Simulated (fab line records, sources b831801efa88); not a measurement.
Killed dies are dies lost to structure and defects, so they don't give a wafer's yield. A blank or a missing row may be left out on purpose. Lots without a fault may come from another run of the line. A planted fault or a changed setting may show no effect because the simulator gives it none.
Split-lot experiment | flow gf180mcu | 5 lots, 23 wafers read, on a route of 602 steps

THE SPLIT
At GF_V2_CVD_23 (deposits W, target thk 350 nm, time 104.94 s), the setting temp_c was moved away from the recipe's 400 C on 9 of the 23 wafers read, by -2.8% to +2.8%. The other wafers ran this setting at the recipe's value.

FROM THE SPLIT TO THE READING: what the file shows between them, 1 step
- GF_V2_RS_MEAS_24: measures by four-point-probe

THE READING
V2_W_THK, in nm, at GF_V2_THK_MEAS_25 (measures by xrf). Fault-free wafers of this fab line usually give 351 nm, standard deviation 5.2 nm.

wafer  | tool, chamber at the split | temp_c as run, C | against the recipe | V2_W_THK, nm | against lot-mates on the recipe
L079.2 | cvd_w-02, 0                | 400              | recipe             | 361          | -
L079.3 | cvd_w-02, 1                | 388.9            | -2.8%              | 291          | -68
L079.4 | cvd_w-02, 0                | 388.9            | -2.8%              | 293          | -66
L079.5 | cvd_w-02, 0                | 400              | recipe             | 357          | -
L079.6 | cvd_w-02, 1                | 388.9            | -2.8%              | 290          | -69
L080.2 | cvd_w-01, 1                | 400              | recipe             | 355          | -
L080.5 | cvd_w-01, 0                | 400              | recipe             | 357          | -
L080.6 | cvd_w-01, 1                | 400              | recipe             | 354          | -
L081.1 | cvd_w-02, 1                | 408.5            | +2.1%              | 406          | +55
L081.2 | cvd_w-02, 0                | 408.5            | +2.1%              | 405          | +54
L081.3 | cvd_w-02, 0                | 400              | recipe             | 350          | -
L081.4 | cvd_w-02, 1                | 400              | recipe             | 347          | -
L081.5 | cvd_w-02, 0                | 400              | recipe             | 355          | -
L082.1 | cvd_w-02, 0                | 400              | recipe             | 355          | -
L082.2 | cvd_w-02, 1                | 411.1            | +2.8%              | 433          | +78
L082.3 | cvd_w-02, 0                | 400              | recipe             | 354          | -
L082.5 | cvd_w-02, 0                | 400              | recipe             | 356          | -
L082.6 | cvd_w-02, 1                | 411.1            | +2.8%              | 426          | +71
L084.1 | cvd_w-02, 0                | 400              | recipe             | 360          | -
L084.2 | cvd_w-02, 1                | 410.9            | +2.7%              | 431          | +75
L084.4 | cvd_w-02, 1                | 400              | recipe             | 355          | -
L084.5 | cvd_w-02, 1                | 400              | recipe             | 352          | -
L084.6 | cvd_w-02, 0                | 410.9            | +2.7%              | 427          | +71

THE FIT
A straight line over all 23 wafers: V2_W_THK changes by +24.9 nm for each +1% of temp_c; r = +0.99; the points scatter about the line by 4.3 nm.
The same after taking each lot's own level away (the mean of its wafers on the recipe; 23 wafers): +25.7 nm for each +1%; r = +1.00; scatter 2.9 nm.
On that fit, the largest move of temp_c shifts the reading by 71 nm.
The lots' own levels span 350.7 to 359.0 nm, that is 1.6 times the standard deviation above.
So the lot-to-lot level changes the slope little: the two slopes agree.
Check: with one of the wafers moved furthest among these (+2.8%) left out of the fit, the line predicts +71.4 nm for it against its lot-mates. It came out at +78 nm against them.

OTHER SPLITS ON THESE WAFERS
These wafers also went through other splits before the reading. Each is held against what the fit with the lots' levels taken away leaves over:
other split on the same wafers | wafers away from the commonest value | r with V2_W_THK (lot level and that fit taken away)
GF_CONTACT_PEB_12 peb_temp_c   | 5                                    | -0.15
GF_M1_SPUTTER_04 time_s        | 7                                    | -0.02
GF_M1_EXPOSE_11 dose_mj        | 5                                    | -0.03
GF_M2_SPUTTER_01 time_s        | 8                                    | +0.13
GF_M2_SPUTTER_04 time_s        | 8                                    | -0.17
GF_V2_CVD_00 sih4_flow_sccm    | 8                                    | +0.42
GF_V2_COAT_09 resist_thk_nm    | 10                                   | +0.13
GF_V2_SPUTTER_21 power_w       | 5                                    | -0.05

THE WHOLE CHAIN: every reading that the file lists as answering this split, in the file's order
step              | what it does                                 | reading                                                                | change (the file's fit)              | r (the file's)
GF_V2_CVD_23      | deposits W, target thk 350 nm, time 104.94 s | W_of_V2_CVD_23.thk_nm (the simulator's own value, which no gauge read) | +25.4 nm for each +1% of the setting | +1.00
GF_V2_RS_MEAS_24  | measures by four-point-probe                 | V2_W_RS                                                                | -0.0224 for each +1% of the setting  | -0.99
GF_V2_THK_MEAS_25 | measures by xrf                              | V2_W_THK                                                               | +25.9 for each +1% of the setting    | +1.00

THE FILE'S OWN FIT
V2_W_THK changes by +25.9 nm for each +1% of temp_c, r = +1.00.
